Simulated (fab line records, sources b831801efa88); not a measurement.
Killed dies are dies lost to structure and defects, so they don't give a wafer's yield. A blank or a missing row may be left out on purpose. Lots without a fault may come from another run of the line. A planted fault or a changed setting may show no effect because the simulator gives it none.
A struck lot beside a sound one | flow sky130 | 22 steps out of a route of 708
Sound: wafers L418.2, L418.4, L418.6. Struck: wafers L421.1, L421.3, L421.4. The cause comes at the end.
At each step with rows: each side's tool, then ch and its chambers, then its first start. Under that, the readings that differ: sound wafers | struck wafers | difference of the means | sigmas: that difference in standard deviations of wafers without a fault.
alike: readings whose means differ by less than 2 such deviations, and words and numbers that are the same on both sides. not compared: withheld readings, readings that some wafer has no value for, bounds like >300 that may hide the same value, and numbers for which the record gives no deviation and whose values overlap.
The two part at a step that has a row with sigmas, a row that says differs or no value, or rows on one side only. Numbers that don't overlap but have no deviation are shown without sigmas and don't part them. A reading that every wafer of one side lacks parts them only if that side has two wafers or more.

first, 7 steps without rows for these wafers: SKY_FIELD_ISO_HMDS_06 (prime time 60 s); SKY_FIELD_ISO_COAT_07 (resist thk 60 nm); SKY_FIELD_ISO_COAT_08 (resist thk 450 nm); SKY_FIELD_ISO_SOFTBAKE_09 (time 90 s); SKY_FIELD_ISO_EXPOSE_10 (exposes mask FOM, target cd 150 nm); SKY_FIELD_ISO_PEB_11; SKY_FIELD_ISO_DEVELOP_12 (develop time 60 s).
SKY_FIELD_ISO_CD_MEAS_13: target cd 150 nm.
  sound on cd_sem-01, day 3 11:05; struck on cd_sem-01, day 3 22:58
  alike: cd_nm
SKY_FIELD_ISO_ETCH_14: etches BARC in N2/H2, stops on SiO2, time 45.9 s, target depth 60 nm.
  sound on rie_diel-03 ch 0,1, day 3 11:11; struck on rie_diel-01 ch 1,2,3, day 3 23:05
  alike: bias_w, chamber_pressure_mTorr, drypump_motor_current_A, h2_flow_sccm, n2_flow_sccm, oes_product_au, throttle_valve_pct
  not compared: rf_hours_counter_h
SKY_FIELD_ISO_ETCH_15: etches the open film in CHF3/O2, stops on Si, target depth 180 nm, time 72 s.
  sound on rie_diel-03 ch 0,1, day 3 11:14; struck on rie_diel-01 ch 1,2,3, day 3 23:08
  alike: O2_flow_sccm, bias_w, drypump_motor_current_A, oes_product_au, throttle_valve_pct
  not compared: rf_hours_counter_h
SKY_FIELD_ISO_STRIP_16: strips in O2/N2.
  sound on plasma_asher-04 ch 0,1, day 3 11:17; struck on plasma_asher-02 ch 0,1, day 3 23:11
  alike: drypump_motor_current_A, n2_flow_sccm, oes_product_au, strip_time_to_endpoint_s
  not compared: rf_hours_counter_h
SKY_FIELD_ISO_ETCH_17: etches Si in HBr/Cl2/O2, target depth 342 nm, time 97.7 s.
  sound on rie_si-01 ch 0,1,2, day 3 11:23; struck on rie_si-02 ch 0,1,2, day 3 23:17
  alike: HBr_flow_sccm, O2_flow_sccm, drypump_motor_current_A, oes_product_au, throttle_valve_pct
  not compared: rf_hours_counter_h
SKY_FIELD_ISO_WET_ETCH_18: etches Si3N4 in H3PO4, target depth 25 nm, time 286 s.
  sound on wet_bench-02 ch 0, day 3 11:27; struck on wet_bench-02 ch 2, day 3 23:21
  no value came back on the struck wafers for bath_guard_temp_C (C), bath_heat_duty_pct (%); on the sound wafers bath_guard_temp_C (C) reads 160.3 160.4 160.3
  reading                                     | sound             | struck            | difference | sigmas
  model.Si3N4_of_FIELD_ISO_CVD_03.thk_nm (nm) | 125.2 124.6 123.2 | 146.4 147.5 147.4 | +22.8      |
then, 6 steps without rows for these wafers: SKY_FIELD_ISO_CLEAN_19 (cleans in SC1/SC2, time 150 s); SKY_FIELD_ISO_CLEAN_20 (cleans in dHF, time 20 s); SKY_FIELD_ISO_WET_ETCH_21 (etches SiO2 in dHF, target depth 20 nm, time 400 s); SKY_FIELD_ISO_OXIDATION_22 (stabilise 600 s, purge 300 s, target thk 10 nm); SKY_FIELD_ISO_CVD_24 (deposits SiO2, target thk 595 nm, time 99.2 s); SKY_FIELD_ISO_ANNEAL_26 (time 1800 s).
SKY_FIELD_ISO_CMP_27: polishes, stops on Si3N4, t overpolish 16 s, target thk 457.8 nm.
  sound on cmp-01 ch 0,2,3, day 3 14:35; struck on cmp-01 ch 1,2,3, day 4 02:51
  alike: motor_current_A, slurry_filter_dp_kPa
SKY_FIELD_ISO_WET_ETCH_28: etches SiO2 in dHF, target depth 23.7 nm, time 47 s.
  sound on wet_bench-03 ch 1, day 3 14:53; struck on wet_bench-03 ch 3, day 4 03:09
  reading                                     | sound             | struck            | difference | sigmas
  model.Si3N4_of_FIELD_ISO_CVD_03.thk_nm (nm) | 119.3 118.7 117.2 | 140.4 141.5 141.4 | +22.7      |
  alike: bath_heat_duty_pct, run_length_s
then, 1 step without rows for these wafers: SKY_FIELD_ISO_WET_ETCH_29 (etches Si3N4 in H3PO4, target depth 160 nm, time 1825 s).

WHERE THEY PART
Only at SKY_FIELD_ISO_WET_ETCH_18, within this record. Later steps at which nothing parts them and some readings are alike: SKY_FIELD_ISO_CMP_27, SKY_FIELD_ISO_WET_ETCH_28.

WHY: what the simulator had put in
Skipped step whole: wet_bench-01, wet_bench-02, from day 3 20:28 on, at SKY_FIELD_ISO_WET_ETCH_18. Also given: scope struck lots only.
